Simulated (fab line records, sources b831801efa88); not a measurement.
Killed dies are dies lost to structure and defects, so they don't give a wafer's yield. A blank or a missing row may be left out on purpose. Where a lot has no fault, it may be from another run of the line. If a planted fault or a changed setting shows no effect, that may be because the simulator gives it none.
Which of the tools did it? :: flow gf180mcu :: 24 lots, 72 wafers sampled, at 5 steps of a route of 602

WHAT THE GAUGES SHOWED, per wafer
GF_V1_OVL_MEAS_15.
lot: L074
measured: day 18 01:34
on: overlay-01
V1_OVL (nm): -4 12 7

lot: L075
measured: day 18 07:46
on: overlay-02
V1_OVL (nm): 1 3 2

lot: L076
measured: day 18 20:25
on: overlay-01
V1_OVL (nm): -12 -4 -9

lot: L077
measured: day 19 08:05
on: overlay-01
V1_OVL (nm): 5 0 -1

lot: L078
measured: day 19 21:52
on: overlay-01
V1_OVL (nm): 4 0 2

lot: L079
measured: day 20 02:04
on: overlay-01
V1_OVL (nm): -4 3 -3

lot: L080
measured: day 20 12:44
on: overlay-01
V1_OVL (nm): 3 5 5

lot: L081
measured: day 21 02:40
on: overlay-01
V1_OVL (nm): 3 2 3

lot: L082
measured: day 21 05:17
on: overlay-01
V1_OVL (nm): -1 0 -3

lot: L083
measured: day 21 11:01
on: overlay-01
V1_OVL (nm): 6 9 10

lot: L084
measured: day 21 20:07
on: overlay-01
V1_OVL (nm): 14 5 6

lot: L085
measured: day 22 08:49
on: overlay-01
V1_OVL (nm): 0 5 -3

lot: L086
measured: day 22 14:46
on: overlay-01
V1_OVL (nm): 11 1 3

lot: L087
measured: day 22 23:00
on: overlay-02
V1_OVL (nm): -1 3 -2

lot: L088
measured: day 23 05:37
on: overlay-01
V1_OVL (nm): 12 16 10

lot: L089
measured: day 23 20:00
on: overlay-01
V1_OVL (nm): 7 8 7

lot: L090
measured: day 24 00:23
on: overlay-01
V1_OVL (nm): -6 7 -6

lot: L091
measured: day 24 09:22
on: overlay-01
V1_OVL (nm): 9 0 5

lot: L092
measured: day 24 17:06
on: overlay-01
V1_OVL (nm): 9 4 -2

lot: L093
measured: day 24 21:11
on: overlay-01
V1_OVL (nm): 5 4 -4

lot: L094
measured: day 25 08:44
on: overlay-02
V1_OVL (nm): 0 1 1

lot: L095
measured: day 25 18:01
on: overlay-01
V1_OVL (nm): -6 -2 1

lot: L096
measured: day 26 00:22
on: overlay-02
V1_OVL (nm): -4 -4 -5

lot: L097
measured: day 26 09:09
on: overlay-01
V1_OVL (nm): -8 -2 4

GF_M2_RS_MEAS_05: a four-point-probe measurement.
lot: L074
measured: day 18 03:15
on: film-metro-04
M2_ALCU_RS (ohm/sq): 0.0693 0.0704 0.0697

lot: L075
measured: day 18 09:32
on: film-metro-02
M2_ALCU_RS (ohm/sq): 0.0696 0.0694 0.0690

lot: L076
measured: day 18 22:02
on: film-metro-04
M2_ALCU_RS (ohm/sq): 0.0711 0.0710 0.0703

lot: L077
measured: day 19 09:46
on: film-metro-04
M2_ALCU_RS (ohm/sq): 0.0700 0.0697 0.0692

lot: L078
measured: day 19 23:31
on: film-metro-02
M2_ALCU_RS (ohm/sq): 0.0711 0.0697 0.0697

lot: L079
measured: day 20 03:41
on: film-metro-02
M2_ALCU_RS (ohm/sq): 0.0689 0.0689 0.0696

lot: L080
measured: day 20 14:22
on: film-metro-01
M2_ALCU_RS (ohm/sq): 0.0695 0.0712 0.0706

lot: L081
measured: day 21 04:18
on: film-metro-04
M2_ALCU_RS (ohm/sq): 0.0691 0.0698 0.0692

lot: L082
measured: day 21 06:57
on: film-metro-01
M2_ALCU_RS (ohm/sq): 0.0688 0.0683 0.0703

lot: L083
measured: day 21 12:40
on: film-metro-04
M2_ALCU_RS (ohm/sq): 0.0691 0.0697 0.0688

lot: L084
measured: day 21 21:46
on: film-metro-01
M2_ALCU_RS (ohm/sq): 0.0709 0.0700 0.0695

lot: L085
measured: day 22 10:28
on: film-metro-02
M2_ALCU_RS (ohm/sq): 0.0697 0.0704 0.0701

lot: L086
measured: day 22 16:43
on: film-metro-02
M2_ALCU_RS (ohm/sq): 0.0695 0.0701 0.0697

lot: L087
measured: day 23 00:37
on: film-metro-01
M2_ALCU_RS (ohm/sq): 0.0690 0.0694 0.0694

lot: L088
measured: day 23 07:14
on: film-metro-01
M2_ALCU_RS (ohm/sq): 0.0705 0.0693 0.0701

lot: L089
measured: day 23 21:41
on: film-metro-04
M2_ALCU_RS (ohm/sq): 0.0698 0.0716 0.0696

lot: L090
measured: day 24 02:07
on: film-metro-01
M2_ALCU_RS (ohm/sq): 0.0689 0.0692 0.0691

lot: L091
measured: day 24 11:03
on: film-metro-02
M2_ALCU_RS (ohm/sq): 0.0703 0.0693 0.0701

lot: L092
measured: day 24 18:47
on: film-metro-02
M2_ALCU_RS (ohm/sq): 0.0706 0.0698 0.0695

lot: L093
measured: day 24 22:53
on: film-metro-04
M2_ALCU_RS (ohm/sq): 0.0702 0.0700 0.0710

lot: L094
measured: day 25 10:22
on: film-metro-02
M2_ALCU_RS (ohm/sq): 0.0692 0.0691 0.0692

lot: L095
measured: day 25 19:39
on: film-metro-01
M2_ALCU_RS (ohm/sq): 0.0694 0.0707 0.0705

lot: L096
measured: day 26 02:01
on: film-metro-04
M2_ALCU_RS (ohm/sq): 0.0690 0.0692 0.0690

lot: L097
measured: day 26 10:46
on: film-metro-01
M2_ALCU_RS (ohm/sq): 0.0705 0.0694 0.0708

GF_V4_THK_MEAS_25: measures by xrf.
lot: L074
measured: day 24 10:11
on: film-metro-02
V4_W_THK (nm): 351 351 350

lot: L075
measured: day 24 15:47
on: film-metro-02
V4_W_THK (nm): 346 350 345

lot: L076
measured: day 25 04:16
on: film-metro-04
V4_W_THK (nm): 348 348 346

lot: L077
measured: day 25 14:36
on: film-metro-04
V4_W_THK (nm): 355 350 350

lot: L078
measured: day 26 03:22
on: film-metro-04
V4_W_THK (nm): 348 345 340

lot: L079
measured: day 26 05:04
on: film-metro-02
V4_W_THK (nm): 352 354 352

lot: L080
measured: day 26 15:24
on: film-metro-02
V4_W_THK (nm): 347 346 351

lot: L081
measured: day 27 02:32
on: film-metro-03
V4_W_THK (nm): 347 348 345

lot: L082
measured: day 27 06:20
on: film-metro-03
V4_W_THK (nm): 348 349 348

lot: L083
measured: day 27 10:54
on: film-metro-02
V4_W_THK (nm): 348 350 348

lot: L084
measured: day 27 17:30
on: film-metro-04
V4_W_THK (nm): 341 348 350

lot: L085
measured: day 28 05:34
on: film-metro-04
V4_W_THK (nm): 347 349 346

lot: L086
measured: day 28 10:31
on: film-metro-03
V4_W_THK (nm): 353 351 348

lot: L087
measured: day 28 17:48
on: film-metro-04
V4_W_THK (nm): 345 342 340

lot: L088
measured: day 28 21:47
on: film-metro-02
V4_W_THK (nm): 356 352 357

lot: L089
measured: day 29 10:41
on: film-metro-04
V4_W_THK (nm): 347 340 344

lot: L090
measured: day 29 14:05
on: film-metro-02
V4_W_THK (nm): 349 352 353

lot: L091
measured: day 29 21:19
on: film-metro-02
V4_W_THK (nm): 349 348 349

lot: L092
measured: day 30 02:41
on: film-metro-02
V4_W_THK (nm): 350 354 355

lot: L093
measured: day 30 08:10
on: film-metro-03
V4_W_THK (nm): 342 342 345

lot: L094
measured: day 30 17:35
on: film-metro-03
V4_W_THK (nm): 344 347 350

lot: L095
measured: day 30 23:34
on: film-metro-02
V4_W_THK (nm): 356 356 355

lot: L096
measured: day 31 06:37
on: film-metro-04
V4_W_THK (nm): 345 347 346

lot: L097
measured: day 31 13:54
on: film-metro-04
V4_W_THK (nm): 354 353 357

EACH LOT AND THE TOOL THAT RAN IT (in order: tool; ch and the chambers of the sampled wafers; start)
lot: L074
GF_M1_SPUTTER_02: pvd-sputter-02, day 16 02:38
GF_V2_CMP_04: cmp-02 ch 0,2,3, day 19 04:13

lot: L075
GF_M1_SPUTTER_02: pvd-sputter-02, day 16 08:31
GF_V2_CMP_04: cmp-01 ch 0,1,3, day 19 10:47

lot: L076
GF_M1_SPUTTER_02: pvd-sputter-03, day 16 19:46
GF_V2_CMP_04: cmp-01 ch 0,1,2, day 19 23:55

lot: L077
GF_M1_SPUTTER_02: pvd-sputter-03, day 17 06:52
GF_V2_CMP_04: cmp-01 ch 0,1,3, day 20 11:12

lot: L078
GF_M1_SPUTTER_02: pvd-sputter-02, day 17 20:05
GF_V2_CMP_04: cmp-02 ch 2,3, day 21 00:25

lot: L079
GF_M1_SPUTTER_02: pvd-sputter-02, day 17 23:59
GF_V2_CMP_04: cmp-01 ch 0,2,3, day 21 04:15

lot: L080
GF_M1_SPUTTER_02: pvd-sputter-03, day 18 10:38
GF_V2_CMP_04: cmp-01 ch 0,1, day 21 15:26

lot: L081
GF_M1_SPUTTER_02: pvd-sputter-02, day 19 00:44
GF_V2_CMP_04: cmp-01 ch 1,2,3, day 22 04:32

lot: L082
GF_M1_SPUTTER_02: pvd-sputter-02, day 19 03:46
GF_V2_CMP_04: cmp-01 ch 0,3, day 22 07:25

lot: L083
GF_M1_SPUTTER_02: pvd-sputter-02, day 19 09:26
GF_V2_CMP_04: cmp-01 ch 0,1,3, day 22 12:44

lot: L084
GF_M1_SPUTTER_02: pvd-sputter-02, day 19 19:35
GF_V2_CMP_04: cmp-01 ch 2,3, day 22 21:26

lot: L085
GF_M1_SPUTTER_02: pvd-sputter-01, day 20 07:23
GF_V2_CMP_04: cmp-02 ch 0,1,2, day 23 10:36

lot: L086
GF_M1_SPUTTER_02: pvd-sputter-02, day 20 13:41
GF_V2_CMP_04: cmp-02 ch 0,3, day 23 16:58

lot: L087
GF_M1_SPUTTER_02: pvd-sputter-03, day 20 21:19
GF_V2_CMP_04: cmp-02 ch 0,2,3, day 24 00:52

lot: L088
GF_M1_SPUTTER_02: pvd-sputter-03, day 21 04:43
GF_V2_CMP_04: cmp-01 ch 0,1,2, day 24 07:25

lot: L089
GF_M1_SPUTTER_02: pvd-sputter-01, day 21 19:41
GF_V2_CMP_04: cmp-02 ch 0,1,2, day 24 20:59

lot: L090
GF_M1_SPUTTER_02: pvd-sputter-02, day 22 00:26
GF_V2_CMP_04: cmp-01 ch 0,1,3, day 25 01:31

lot: L091
GF_M1_SPUTTER_02: pvd-sputter-02, day 22 09:41
GF_V2_CMP_04: cmp-02 ch 0,3, day 25 09:26

lot: L092
GF_M1_SPUTTER_02: pvd-sputter-01, day 22 18:19
GF_V2_CMP_04: cmp-02 ch 0,1,2, day 25 17:37

lot: L093
GF_M1_SPUTTER_02: pvd-sputter-03, day 22 22:25
GF_V2_CMP_04: cmp-01 ch 0,1,2, day 25 21:56

lot: L094
GF_M1_SPUTTER_02: pvd-sputter-03, day 23 10:08
GF_V2_CMP_04: cmp-01 ch 0,2,3, day 26 08:46

lot: L095
GF_M1_SPUTTER_02: pvd-sputter-01, day 23 19:40
GF_V2_CMP_04: cmp-02 ch 0,1,2, day 26 17:40

lot: L096
GF_M1_SPUTTER_02: pvd-sputter-03, day 24 01:34
GF_V2_CMP_04: cmp-02 ch 0,2, day 26 23:29

lot: L097
GF_M1_SPUTTER_02: pvd-sputter-03, day 24 11:59
GF_V2_CMP_04: cmp-02 ch 0,1, day 27 08:43
- GF_M1_SPUTTER_02: material AlCu, target thk 450 nm, time 23.9 s.
- GF_V2_CMP_04: polishes SiO2.

AS READ BY THE TOOLS THEMSELVES (means over the sampled wafers that have a number; for cases with no such wafer, the mark the record gives instead)
GF_M1_SPUTTER_02.
lot: L074
tool: pvd-sputter-02
throttle-valve-pct (%): 30.3

lot: L075
tool: pvd-sputter-02
throttle-valve-pct (%): 30.5

lot: L076
tool: pvd-sputter-03
throttle-valve-pct (%): 30.6

lot: L077
tool: pvd-sputter-03
throttle-valve-pct (%): 29.5

lot: L078
tool: pvd-sputter-02
throttle-valve-pct (%): 30.1

lot: L079
tool: pvd-sputter-02
throttle-valve-pct (%): 30.4

lot: L080
tool: pvd-sputter-03
throttle-valve-pct (%): 30.0

lot: L081
tool: pvd-sputter-02
throttle-valve-pct (%): 31.2

lot: L082
tool: pvd-sputter-02
throttle-valve-pct (%): 30.3

lot: L083
tool: pvd-sputter-02
throttle-valve-pct (%): 30.6

lot: L084
tool: pvd-sputter-02
throttle-valve-pct (%): 30.3

lot: L085
tool: pvd-sputter-01
throttle-valve-pct (%): 29.8

lot: L086
tool: pvd-sputter-02
throttle-valve-pct (%): 30.2

lot: L087
tool: pvd-sputter-03
throttle-valve-pct (%): 30.9

lot: L088
tool: pvd-sputter-03
throttle-valve-pct (%): 30.6

lot: L089
tool: pvd-sputter-01
throttle-valve-pct (%): 29.8

lot: L090
tool: pvd-sputter-02
throttle-valve-pct (%): 30.3

lot: L091
tool: pvd-sputter-02
throttle-valve-pct (%): 30.5

lot: L092
tool: pvd-sputter-01
throttle-valve-pct (%): 30.0

lot: L093
tool: pvd-sputter-03
throttle-valve-pct (%): 30.0

lot: L094
tool: pvd-sputter-03
throttle-valve-pct (%): 29.6

lot: L095
tool: pvd-sputter-01
throttle-valve-pct (%): 30.0

lot: L096
tool: pvd-sputter-03
throttle-valve-pct (%): 30.4

lot: L097
tool: pvd-sputter-03
throttle-valve-pct (%): 30.6

GF_V2_CMP_04.
lot: L074
tool: cmp-02
motor-current-A (A): 11.7
platen-rpm (rpm): 60.01
time-to-endpoint-s (s): 70

lot: L075
tool: cmp-01
motor-current-A (A): 10.8
platen-rpm (rpm): 59.99
time-to-endpoint-s (s): 80

lot: L076
tool: cmp-01
motor-current-A (A): 10.7
platen-rpm (rpm): 60.05
time-to-endpoint-s (s): 80

lot: L077
tool: cmp-01
motor-current-A (A): 10.7
platen-rpm (rpm): 60.03
time-to-endpoint-s (s): 83

lot: L078
tool: cmp-02
motor-current-A (A): 11.4
platen-rpm (rpm): 59.98
time-to-endpoint-s (s): 76

lot: L079
tool: cmp-01
motor-current-A (A): 10.4
platen-rpm (rpm): 59.97
time-to-endpoint-s (s): 78

lot: L080
tool: cmp-01
motor-current-A (A): 10.4
platen-rpm (rpm): 59.99
time-to-endpoint-s (s): 79

lot: L081
tool: cmp-01
motor-current-A (A): 11.4
platen-rpm (rpm): 59.99
time-to-endpoint-s (s): 81

lot: L082
tool: cmp-01
motor-current-A (A): 10.1
platen-rpm (rpm): 60.03
time-to-endpoint-s (s): 79

lot: L083
tool: cmp-01
motor-current-A (A): 10.9
platen-rpm (rpm): 59.99
time-to-endpoint-s (s): 78

lot: L084
tool: cmp-01
motor-current-A (A): 10.5
platen-rpm (rpm): 59.99
time-to-endpoint-s (s): 84

lot: L085
tool: cmp-02
motor-current-A (A): 11.7
platen-rpm (rpm): 60.05
time-to-endpoint-s (s): 83

lot: L086
tool: cmp-02
motor-current-A (A): 12.0
platen-rpm (rpm): 60.00
time-to-endpoint-s (s): 80

lot: L087
tool: cmp-02
motor-current-A (A): 11.9
platen-rpm (rpm): 59.97
time-to-endpoint-s (s): 78

lot: L088
tool: cmp-01
motor-current-A (A): 10.7
platen-rpm (rpm): 59.99
time-to-endpoint-s (s): 84

lot: L089
tool: cmp-02
motor-current-A (A): 11.2
platen-rpm (rpm): 60.04
time-to-endpoint-s (s): 79

lot: L090
tool: cmp-01
motor-current-A (A): 11.1
platen-rpm (rpm): 59.97
time-to-endpoint-s (s): 81

lot: L091
tool: cmp-02
motor-current-A (A): 12.4
platen-rpm (rpm): 59.96
time-to-endpoint-s (s): 82

lot: L092
tool: cmp-02
motor-current-A (A): 11.6
platen-rpm (rpm): 59.99
time-to-endpoint-s (s): 80

lot: L093
tool: cmp-01
motor-current-A (A): 10.7
platen-rpm (rpm): 60.01
time-to-endpoint-s (s): 78

lot: L094
tool: cmp-01
motor-current-A (A): 10.4
platen-rpm (rpm): 60.09
time-to-endpoint-s (s): 74

lot: L095
tool: cmp-02
motor-current-A (A): 11.6
platen-rpm (rpm): 60.00
time-to-endpoint-s (s): 82

lot: L096
tool: cmp-02
motor-current-A (A): 12.0
platen-rpm (rpm): 60.04
time-to-endpoint-s (s): 85

lot: L097
tool: cmp-02
motor-current-A (A): 12.3
platen-rpm (rpm): 60.00
time-to-endpoint-s (s): 82

THE ANSWER, worked out from the rows above alone
Rule: usual is defined by the lots themselves. The widest of any qualifying gaps counts: lots, ordered by their means at a reading, are off when they make up no more than a third of the lots, leave a main group of 4 or more, and stand apart from it by 3 or more times the standard deviation of that group's means. A main group is skipped when, at the precision printed for the reading in the tables above, its means are all equal. Also off: a lot with no number at a reading for which 4 or more lots have one. All remaining lots with rows at the step are treated as sound. First the gauges in route order, then the tools' own readings, where a lot's mean is used as printed above. The first step at which some lot is off is used, and at that step the reading that is off furthest; a lot without a number counts as furthest.
Across all readings shown, no lot is off: no conclusion can be drawn from this.

WHAT THE SIMULATOR HAD PUT IN
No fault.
